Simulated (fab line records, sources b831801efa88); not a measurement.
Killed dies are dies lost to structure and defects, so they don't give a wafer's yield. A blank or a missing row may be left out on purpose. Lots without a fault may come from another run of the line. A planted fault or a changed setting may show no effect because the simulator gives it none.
fab line records | flow sky130
record lots=13 wafers=39 last_day=51
route steps=708 shown LDD_HVN@274 LDD_LDN@302 SD_P@324 PAD_OPEN@708
lots that met no fault: from a run of the same line without faults
start_h: hours from the record's first day to the start of the lot's first wafer shown | wait_h: hours since the lot's step before | " the same as in the row above | L1.1+2: a row that stands for several wafers | - no value, or no start given | * or withheld: withheld | < > ~ a bound
route shown NAME@n: a module of which the file shows steps, and the number in the route of the first | usual: mean/standard deviation of fault-free wafers | same: alike in all rows | chamber/n: place in a boat | sites: the reading at each site | _std_site: their standard deviation | _edge_site: outer sites' mean less inner sites' | radius_mm: how far each site lies from the wafer's centre | mask NAME#n: copy n | behind: the tool/chamber that last shaped the wafer | hold: why the lot was held/for how many hours/how that ended | device: the transistor (n, p or np) that didn't switch | end of line: the same wafers' tests at the end of the route | a step without rows: its recipe alone | killed: dies lost to structure and defects at the first sort, not the wafer's yield | map: a wafer's dies, x killed, . not, _ none there
set.NAME: the setting as run; set.NAME@STEP: as run at that earlier step | model.NAME: the simulator's own value behind a step, which no gauge read
steps of the route over a sample of lots; a table a step, a row a wafer
services: from which hour (start_h, from the record's first day; less than 0 if before it) a tool's chamber was out of use, for how many hours, and why
## steps
# step SKY_LDD_HVN_OVL_MEAS_07
# usual LDD_HVN_OVL=0.9/1.3
# columns lot.wafer tool chamber start_h wait_h LDD_HVN_OVL[nm]
L178.2 overlay-02 - 483.66 0.1 -1.2
L178.3 " - " " -0.2
L178.4 " - " " 0.7
L179.3 overlay-01 - 487.82 0.1 2.0
L179.5 " - " " 2.7
L179.6 " - " " 2.2
L180.3 overlay-01 - 502.37 0.1 1.8
L180.4 " - " " 2.6
L180.5 " - " " 0.6
L181.2 overlay-01 - 512.46 0.1 0.8
L181.3 " - " " -0.5
L181.6 " - " " 0.3
L182.3 overlay-02 - 518.82 0.1 1.1
L182.4 " - " " 0.0
L182.5 " - " " -0.3
L183.1 overlay-01 - 528.41 0.1 0.8
L183.2 " - " " 2.4
L183.4 " - " " 1.5
L184.4 overlay-01 - 535.98 0.1 1.3
L184.5 " - " " 1.7
L184.6 " - " " 0.2
L194.1 overlay-02 - 616.81 0.1 1.6
L194.4 " - " " 2.2
L194.5 " - " " -0.1
L197.2 overlay-02 - 643.49 0.1 1.5
L197.4 " - " " 2.9
L197.5 " - " " 1.5
L198.1 overlay-02 - 647.16 0.1 2.2
L198.4 " - " " 0.1
L198.6 " - " " 0.8
L199.1 overlay-01 - 653.49 0.1 1.9
L199.4 " - " " 1.7
L199.6 " - " " 3.1
L200.1 overlay-02 - 667.26 0.1 3.1
L200.3 " - " " 2.2
L200.5 " - " " 2.6
L201.2 overlay-02 - 676.09 0.1 -2.3
L201.4 " - " " -0.8
L201.6 " - " " -1.0
# step SKY_LDD_HVN_TW_MEAS_10
# usual LDD_HVN_TW=1435/8.6
# columns lot.wafer tool chamber start_h wait_h LDD_HVN_TW
L178.2 film_metro-03 - 483.95 0.1 1437
L178.3 " - " " 1430
L178.4 " - " " 1439
L179.3 film_metro-01 - 488.22 0.1 1434
L179.5 " - " " 1443
L179.6 " - " " 1431
L180.3 film_metro-03 - 502.66 0.1 1437
L180.4 " - " " 1437
L180.5 " - " " 1441
L181.2 film_metro-03 - 512.76 0.1 1431
L181.3 " - " " 1434
L181.6 " - " " 1429
L182.3 film_metro-01 - 519.11 0.1 1443
L182.4 " - " " 1434
L182.5 " - " " 1436
L183.1 film_metro-03 - 528.69 0.1 1436
L183.2 " - " " 1430
L183.4 " - " " 1425
L184.4 film_metro-04 - 536.27 0.1 1445
L184.5 " - " " 1442
L184.6 " - " " 1455
L194.1 film_metro-03 - 617.09 0.1 1437
L194.4 " - " " 1435
L194.5 " - " " 1437
L197.2 film_metro-01 - 643.78 0.1 1433
L197.4 " - " " 1434
L197.5 " - " " 1427
L198.1 film_metro-04 - 647.44 0.1 1445
L198.4 " - " " 1437
L198.6 " - " " 1441
L199.1 film_metro-03 - 653.77 0.1 1434
L199.4 " - " " 1428
L199.6 " - " " 1430
L200.1 film_metro-01 - 667.54 0.1 1440
L200.3 " - " " 1437
L200.5 " - " " 1430
L201.2 film_metro-04 - 676.38 0.1 1461
L201.4 " - " " 1466
L201.6 " - " " 1450
# step SKY_LDD_LDN_TW_MEAS_13
# usual LDD_LDN_TW=1473/12
# columns lot.wafer tool chamber start_h wait_h LDD_LDN_TW
L178.2 film_metro-01 - 545.95 0.1 1474
L178.3 " - " " 1480
L178.4 " - " " 1480
L179.3 film_metro-02 - 550.16 0.1 1460
L179.5 " - " " 1465
L179.6 " - " " 1452
L180.3 film_metro-01 - 564.31 0.1 1482
L180.4 " - " " 1480
L180.5 " - " " 1479
L181.2 film_metro-01 - 573.94 0.3 1481
L181.3 " - " " 1484
L181.6 " - " " 1487
L182.3 film_metro-04 - 579.81 0.1 1492
L182.4 " - " " 1484
L182.5 " - " " 1487
L183.1 film_metro-04 - 588.45 0.1 1490
L183.2 " - " " 1481
L183.4 " - " " 1491
L184.4 film_metro-01 - 596.52 0.1 1480
L184.5 " - " " 1480
L184.6 " - " " 1480
L194.1 film_metro-02 - 675.34 0.1 1455
L194.4 " - " " 1470
L194.5 " - " " 1455
L197.2 film_metro-01 - 702.60 0.1 1474
L197.4 " - " " 1473
L197.5 " - " " 1468
L198.1 film_metro-02 - 704.94 0.1 1452
L198.4 " - " " 1466
L198.6 " - " " 1455
L199.1 film_metro-01 - 711.59 0.1 1477
L199.4 " - " " 1476
L199.6 " - " " 1472
L200.1 film_metro-02 - 724.80 0.1 1461
L200.3 " - " " 1457
L200.5 " - " " 1459
L201.2 film_metro-04 - 733.71 0.1 1489
L201.4 " - " " 1490
L201.6 " - " " 1484
# step SKY_SD_P_EXPOSE_04
# recipe mask_id=PSDM na=0.6 source_shape=conventional sigma_outer=0.6 polarization=unpolarized target_cd_nm=380 dose_mj=138
# columns lot.wafer tool chamber start_h wait_h mask
L178.2+3+4 iline_stepper-01 0 592.28 - PSDM#0
L179.3+5+6 iline_stepper-02 0 598.20 - PSDM#0
L180.3+4+5 iline_stepper-01 0 610.82 - PSDM#0
L181.2+3+6 iline_stepper-02 0 619.98 - PSDM#0
L182.3+4+5 iline_stepper-02 0 626.42 - PSDM#0
L183.1+2+4 iline_stepper-02 0 635.64 - PSDM#0
L184.4+5+6 iline_stepper-01 0 643.15 - PSDM#0
L194.1+4+5 iline_stepper-01 0 720.36 - PSDM#0
L197.2+4+5 iline_stepper-01 0 746.20 - PSDM#0
L198.1+4+6 iline_stepper-01 0 749.56 - PSDM#0
L199.1+4+6 iline_stepper-01 0 755.91 - PSDM#0
L200.1+3+5 iline_stepper-01 0 768.26 - PSDM#0
L201.2+4+6 iline_stepper-01 0 777.06 - PSDM#0
# step SKY_SD_P_OVL_MEAS_08
# usual SD_P_OVL=1.1/1.3
# columns lot.wafer tool chamber start_h wait_h SD_P_OVL[nm]
L178.2 overlay-01 - 607.13 0.1 2.5
L178.3 " - " " 0.7
L178.4 " - " " 1.7
L179.3 overlay-01 - 612.47 0.1 0.7
L179.5 " - " " 1.5
L179.6 " - " " 1.2
L180.3 overlay-01 - 624.59 0.1 2.1
L180.4 " - " " 0.4
L180.5 " - " " 1.4
L181.2 overlay-01 - 635.28 0.1 0.2
L181.3 " - " " 3.7
L181.6 " - " " -0.4
L182.3 overlay-02 - 641.45 0.1 142.8
L182.4 " - " " 141.1
L182.5 " - " " 141.8
L183.1 overlay-02 - 648.98 0.1 142.3
L183.2 " - " " 142.0
L183.4 " - " " 143.4
L184.4 overlay-02 - 657.50 0.1 2.6
L184.5 " - " " 1.9
L184.6 " - " " 1.1
L194.1 overlay-01 - 733.93 0.1 0.9
L194.4 " - " " 1.2
L194.5 " - " " 0.2
L197.2 overlay-02 - 759.93 0.1 -0.6
L197.4 " - " " 0.3
L197.5 " - " " 0.0
L198.1 overlay-01 - 763.03 0.1 0.0
L198.4 " - " " 2.3
L198.6 " - " " 1.5
L199.1 overlay-02 - 769.16 0.1 2.2
L199.4 " - " " 2.5
L199.6 " - " " 1.1
L200.1 overlay-01 - 782.68 0.1 -3.0
L200.3 " - " " 0.7
L200.5 " - " " 0.8
L201.2 overlay-01 - 791.01 0.1 1.7
L201.4 " - " " -1.4
L201.6 " - " " 2.2
# step SKY_PAD_OPEN_PROBE_99
# usual killed_at_M0_to_M3=43/7.3 killed_at_M4_up=3.2/1.9 killed_at_contacts=24/5.5 killed_at_front_end=15/4.7 killed_at_other=0.5/0.75 killed_dies=85/9.5 killed_open=46/7 killed_short=38/7.4
# same gross_dies=492 killed_at_back_side=0
# columns lot.wafer tool chamber start_h wait_h killed_at_M0_to_M3 killed_at_M4_up killed_at_contacts killed_at_front_end killed_at_other killed_dies killed_open killed_short
L178.2 prober-01 - 1098.88 0.1 36 4 32 25 0 97 42 55
L178.3 prober-01 - 1098.93 0.2 38 4 21 20 0 83 38 45
L178.4 prober-01 - 1098.98 0.2 44 2 22 18 0 86 54 32
L182.3 prober-01 - 1127.88 0.2 42 6 20 49 0 117 37 38
L182.4 prober-01 - 1127.93 0.2 38 1 25 38 2 104 38 41
L182.5 prober-01 - 1127.98 0.2 38 5 18 47 0 108 38 38
L183.1 prober-02 - 1128.44 0.1 44 2 14 45 0 105 44 36
L183.2 prober-02 - 1128.49 0.1 41 5 20 43 0 109 47 38
L183.4 prober-02 - 1128.59 0.2 50 1 19 33 0 103 45 34
L194.1 prober-01 - 1183.19 0.1 44 4 35 14 1 98 49 49
L194.4 prober-01 - 1183.34 0.2 36 5 19 12 1 73 38 33
L194.5 prober-01 - 1183.39 0.2 46 5 23 21 0 95 44 49
# killed by level:class
L178.2 CONTACT:geometric_particle:open=10 LOCAL_INTERCONNECT:geometric_particle:short=8 SPACER:geometric_particle:short=6 FIELD_ISO:geometric_particle:short=6 CONTACT:geometric_particle:short=6 LI_CONTACT:geometric_particle:open=6 VIA2:geometric_particle:open=5 VIA1:geometric_particle:short=5
L178.3 METAL2:geometric_particle:short=9 VIA2:geometric_particle:open=8 CONTACT:geometric_particle:open=7 METAL1:geometric_particle:short=6 VIA1:geometric_particle:open=6 CONTACT:geometric_particle:short=5 METAL4:geometric_particle:short=4 FIELD_ISO:geometric_particle:open=4
L178.4 VIA2:geometric_particle:open=10 VIA3:geometric_particle:open=8 FIELD_ISO:geometric_particle:open=7 VIA1:geometric_particle:open=7 CONTACT:geometric_particle:short=6 CONTACT:geometric_particle:open=6 METAL2:geometric_particle:short=6 LI_CONTACT:geometric_particle:open=5
L182.3 SD_P:overlay=42 VIA1:geometric_particle:open=8 LI_CONTACT:geometric_particle:open=7 CONTACT:geometric_particle:open=6 VIA3:geometric_particle:open=6 VIA3:geometric_particle:short=6 METAL2:geometric_particle:short=4 VIA1:geometric_particle:short=4
L182.4 SD_P:overlay=25 CONTACT:geometric_particle:open=10 METAL1:geometric_particle:short=7 VIA1:geometric_particle:open=7 LOCAL_INTERCONNECT:geometric_particle:short=5 METAL2:geometric_particle:short=4 CONTACT:geometric_particle:short=4 VIA3:geometric_particle:open=4
L182.5 SD_P:overlay=32 VIA1:geometric_particle:open=8 CONTACT:geometric_particle:open=7 VIA1:geometric_particle:short=6 CONTACT:geometric_particle:short=5 VIA2:geometric_particle:open=5 METAL4:geometric_particle:short=5 POLY_GATE:geometric_particle:open=4
L183.1 SD_P:overlay=25 VIA2:geometric_particle:open=7 VIA1:geometric_particle:short=7 POLY_GATE:geometric_particle:open=6 VIA3:geometric_particle:open=6 METAL2:geometric_particle:short=6 VIA1:geometric_particle:open=6 POLY_GATE:geometric_particle:short=5
L183.2 SD_P:overlay=23 VIA1:geometric_particle:open=10 CONTACT:geometric_particle:open=6 LOCAL_INTERCONNECT:geometric_particle:short=6 VIA3:geometric_particle:open=6 FIELD_ISO:geometric_particle:short=5 POLY_GATE:geometric_particle:open=5 POLY_GATE:geometric_particle:short=5
L183.4 SD_P:overlay=24 VIA1:geometric_particle:open=12 CONTACT:geometric_particle:open=11 VIA2:geometric_particle:open=9 VIA1:geometric_particle:short=6 VIA3:geometric_particle:open=6 METAL2:geometric_particle:short=5 VIA3:geometric_particle:short=5
L194.1 VIA1:geometric_particle:open=11 CONTACT:geometric_particle:open=9 LOCAL_INTERCONNECT:geometric_particle:short=8 LI_CONTACT:geometric_particle:open=7 VIA1:geometric_particle:short=7 VIA2:geometric_particle:open=6 LI_CONTACT:geometric_particle:short=5 METAL1:geometric_particle:short=5
L194.4 CONTACT:geometric_particle:open=11 VIA1:geometric_particle:open=10 VIA1:geometric_particle:short=7 METAL2:geometric_particle:short=6 FIELD_ISO:geometric_particle:short=5 POLY_GATE:geometric_particle:short=4 LI_CONTACT:geometric_particle:open=4 VIA2:geometric_particle:open=4
L194.5 VIA1:geometric_particle:open=12 CONTACT:geometric_particle:open=8 VIA2:geometric_particle:open=7 METAL2:geometric_particle:short=6 POLY_GATE:geometric_particle:short=5 LOCAL_INTERCONNECT:geometric_particle:short=5 CONTACT:geometric_particle:short=5 METAL1:geometric_particle:short=5
## services
# columns tool chamber start_h hours kind
iline_stepper-02 - 655.93 1.7 pm
iline_stepper-02 - 659.80 29.5 repair
iline_stepper-01 - 685.20 1.7 pm
iline_stepper-02 - 688.06 6.1 repair
iline_stepper-01 - 694.14 2.1 pm
iline_stepper-01 - 696.22 - consumable_replace:lamp
iline_stepper-02 - 696.22 4.4 pm
iline_stepper-01 0 709.24 - calibration
iline_stepper-02 - 722.68 2.7 repair
iline_stepper-02 0 740.54 - calibration
iline_stepper-02 - 768.49 13.8 repair
## key
first_sign step=SKY_SD_P_OVL_MEAS_08 reading=SD_P_OVL direction=up sigmas=99+ usual=1.1 struck=142.2
effect step=SKY_PAD_OPEN_PROBE_99 reading=killed_at_front_end direction=up sigmas=5.9 usual=15 struck=42
more_kills_born_at SKY_SD_P_EXPOSE_04@iline_stepper-02=171
met_at SKY_SD_P_EXPOSE_04
struck_lots L182,L183
tester_left_out L182,L183
not_acting_at SKY_LDD_HVN_OVL_MEAS_07,SKY_LDD_HVN_TW_MEAS_10,SKY_LDD_LDN_TW_MEAS_13
onset_between 619.98 626.42
fault kind=scanner_matching_overlay tool=iline_stepper-02 chamber=- onset_h=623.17 steps=SKY_SD_P_EXPOSE_04 offset=140.72
# tester_left_out: of these lots the tester's yield and bins aren't shown, on N5 and GAA mostly nor the transistor test; their killed dies are dies lost to structure and defects alone, not to doping, threshold or leakage, so they don't give the yield
